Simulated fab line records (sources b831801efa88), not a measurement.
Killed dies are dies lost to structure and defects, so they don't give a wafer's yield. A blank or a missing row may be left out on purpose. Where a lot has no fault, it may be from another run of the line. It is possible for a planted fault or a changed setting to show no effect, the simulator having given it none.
Matching of chambers	flow sky130	rie_diel-01 running SKY_VIA3_ETCH_14: 3 sister chambers
The step etches BARC in N2/H2, stops on SiO2, time 45.9 s, target depth 60 nm. 6 wafers are shown with their chamber, then 6 later ones without.

## EACH WAFER AND ITS CHAMBER
wafer	chamber	drypump_motor_current_A (A)	rf_fwd_power_W (W)
L731.6	1	5.0	489.5
L741.2	1	5.0	489.7
L744.3	2	5.5	493.2
L744.6	2	5.5	494.4
L745.2	3	6.2	496.0
L745.4	3	6.1	496.6

## WAFERS MISSING THEIR CHAMBER
wafer	drypump_motor_current_A (A)	rf_fwd_power_W (W)
L745.5	5.5	495.6
L746.2	6.1	494.0
L746.3	5.5	496.2
L746.5	5.0	491.5
L751.1	6.1	497.2
L751.2	5.5	499.1

## THE CHAMBER EACH PASSED THROUGH
wafer	from the rows above	in truth
L745.5	2	2
L746.2	3	3
L746.3	2	2
L746.5	1	1
L751.1	3	3
L751.2	2	2
6 of 6 placed correctly. Left unplaced by these rows: 0. 0 placed wrongly.
How it was worked out, from the rows above alone: a wafer's distance from a chamber is the root of the sum, over the readings, of the square of ((its reading less the chamber's mean) divided by the reading's scatter). The wafer belongs to the nearest chamber; if the next one is less than 2 further off, it can't be placed. The mean given for a chamber averages the wafers shown for that chamber. The scatter is the square root of a quotient: the sum, over the shown wafers, of each reading's squared deviation from its chamber's mean, divided by wafers minus chambers.
